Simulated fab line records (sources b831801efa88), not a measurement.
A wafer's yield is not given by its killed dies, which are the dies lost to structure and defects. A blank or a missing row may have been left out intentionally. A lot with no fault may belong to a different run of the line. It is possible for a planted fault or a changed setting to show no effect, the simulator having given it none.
8D (eight disciplines) problem report, filled in by code / flow gf180mcu / the parts of the form that need people (team, actions taken, sign-off) are left out

1. WHAT IS WRONG
HV_LDD_2_TW at GF_HV_LDD_TW_MEAS_23 reads a mean of 950 on 6 wafers of 2 lots; wafers without a fault read 1048 with a standard deviation of 9.5. That is -10 standard deviations from the usual mean.
The first sign was on wafer L658.1 at day 15 16:31, on film metro-03. The record holds 36 wafers of 12 lots with a number at this step. Rule for "out", or "out of limits": more than 4 standard deviations from the usual mean. The rest of the wafers with a number are treated as sound.

2. WHAT IT IS, AND WHAT IT ISN'T
question=which readings at this step | is=HV_LDD_2_TW | is not=-
question=which lots | is=L658, L663 | is not=L645, L648, L649, L651, L652, L655, L656, L659, L660, L666
question=which wafers of those lots | is=all that have a number | is not=-
question=read on which gauges | is=film metro-02, film metro-03 | is not=film metro-01
question=when | is=from day 15 16:31 | is not=up to then (21 sound wafers); but 9 sound wafers of L659, L660, L666 came after

3. THE SUSPECTS, EACH WITH WHAT RULES IT OUT
Counting: a tool at a process step up to the reading stays a suspect if it ran every lot that is out and no sound lot after the first of them.
- the gauge at GF_HV_LDD_TW_MEAS_23: ruled out. 2 gauges (film metro-02, film metro-03) read the wafers that are out.
- implanter-02 at GF_HV_LDD_IMPLANT_21: kept. Every lot that is out went through it, starting with L658 (day 15 16:16), and after that it ran no sound lot; the last sound lot it ran before then is L656 (day 14 19:04). On those wafers its own readings are out: dose ions cm2, faraday current uA.
The count leaves implanter-02 at GF_HV_LDD_IMPLANT_21.

4. THE CAUSE (what the simulator had put in)
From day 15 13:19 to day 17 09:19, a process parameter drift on implanter-02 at GF_HV_LDD_IMPLANT_21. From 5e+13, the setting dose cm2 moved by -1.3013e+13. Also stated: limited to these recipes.
After counting, this tool was the only one left.

5. SEQUENCE OF EFFECTS, ordered by route
Rows list readings where the struck wafers' mean (over those with a number) sits beyond 3 standard deviations from the usual. Only readings for which the record gives a usual standard deviation are gone through. hours: the time from each lot's start at the first step in this table that gives one to its start at this step, as a median over the lots. sigmas: the change in usual standard deviations.
hours=0; step=GF_HV_LDD_IMPLANT_21; reading=dose ions cm2; usual=4.999e+13; on struck wafers=3.694e+13; change=-1.304e+13; sigmas=-99 or more
hours=0; step=GF_HV_LDD_IMPLANT_21; reading=faraday current uA; usual=281; on struck wafers=209; change=-72; sigmas=-13
hours=0; step=GF_HV_LDD_TW_MEAS_23; reading=HV_LDD_2_TW; usual=1048; on struck wafers=950; change=-98; sigmas=-10
The process steps in it:
- GF_HV_LDD_IMPLANT_21
Later steps that measure or inspect, where all struck wafers having a row at the step show a number for every such reading and not one has moved that far: GF_CONTACT_RS_MEAS_25.

6. WHAT WOULD HAVE CAUGHT IT SOONER
Counted from the fault's start at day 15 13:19, it took 3 hours until the first out-of-limits reading at a measuring or inspecting step in this record, taken at day 15 16:31.
At GF_HV_LDD_IMPLANT_21, the tool's own readings (dose ions cm2, faraday current uA) were out on each struck wafer the step has a row for, so an alarm limit on them would have fired on the first such wafer.
Lots out: 2; of these, L663 started GF_HV_LDD_IMPLANT_21 on implanter-02 after day 15 16:31. A tool hold placed at that time would have kept it from harm.
